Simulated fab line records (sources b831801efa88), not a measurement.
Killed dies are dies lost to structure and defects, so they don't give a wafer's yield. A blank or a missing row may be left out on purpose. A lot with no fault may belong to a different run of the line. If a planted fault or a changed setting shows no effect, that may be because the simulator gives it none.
One fault seen from 2 desks / flow gf180mcu / what lay behind the numbers comes last; until then each desk has only its own

THE TOOL OWNER'S DESK: rie_diel-02
The tool's own readings at GF_SAB_ETCH_11 (etches SiO2 in C4F8/O2/Ar, target depth 55 nm, time 8.5 s): means of the sampled wafers that have a number, for each lot that ran on this tool. Marked OUT: a lot whose mean sits more than 4 standard deviations from the usual mean, which makes it out of limits; the brackets give that distance.
Columns: A = oes_product_au at GF_SAB_ETCH_11, usual 1.000 a.u.; B = rf_fwd_power_W at GF_SAB_ETCH_11, usual 1467 W
lot=L356; first seen here=day 16 05:42; A=1.001; B=1465
lot=L368; first seen here=day 20 15:06; A=0.963 (-5.8) OUT; B=1464
lot=L369; first seen here=day 21 01:36; A=0.956 (-6.8) OUT; B=1471
This desk's verdict: out of limits on L368, L369, starting with L368 at day 20 15:06 (oes_product_au at GF_SAB_ETCH_11). In limits: L356.

AT THE METROLOGY DESK
What the gauges read for every lot (on any tool): the sampled wafers with a number, averaged. Marked OUT: a lot whose mean sits more than 4 standard deviations from the usual mean, which makes it out of limits; the brackets give that distance.
Columns: A = PSD_RS at GF_PSD_RS_MEAS_15, usual 108.6 ohm/sq; B = SAB_CVD_00_THK at GF_SAB_THK_MEAS_01, usual 49.9 nm; C = cd_nm at GF_SAB_CD_MEAS_09, usual 420.4 nm; D = SAB_OVL at GF_SAB_OVL_MEAS_10, usual 0.3 nm
lot=L354; first seen here=day 14 10:56; A=108.8; B=49.5; C=417.5; D=1.7
lot=L356; first seen here=day 15 07:13; A=109.6; B=50.3; C=419.8; D=-0.4
lot=L368; first seen here=day 19 14:49; A=108.7; B=50.6; C=420.4; D=2.6
lot=L369; first seen here=day 20 01:34; A=108.5; B=50.6; C=419.4; D=0.8
lot=L372; first seen here=day 20 22:20; A=108.4; B=50.2; C=421.2; D=-1.9
lot=L375; first seen here=day 21 22:10; A=108.5; B=50.0; C=420.0; D=0.5
This desk's finding: nothing out of limits on any of the 6 lots.

BROUGHT TOGETHER
On L368, L369, at day 20 15:06, an alarm was possible from the tool owner's desk.
At the metrology desk, nothing out of limits was observed.
The metrology desk holds a record of L368, L369, inside its limits.
GF_SAB_ETCH_11 was run on rie_diel-02 by each of the lots named.

WHAT THE SIMULATOR HAD PUT IN
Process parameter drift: rie_diel-02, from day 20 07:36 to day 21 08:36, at GF_SAB_ETCH_11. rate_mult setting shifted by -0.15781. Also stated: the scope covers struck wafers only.
Lots struck among those shown: L368, L369.
Each desk's first reading out of limits, in hours after the fault started: the tool owner's desk, 8.
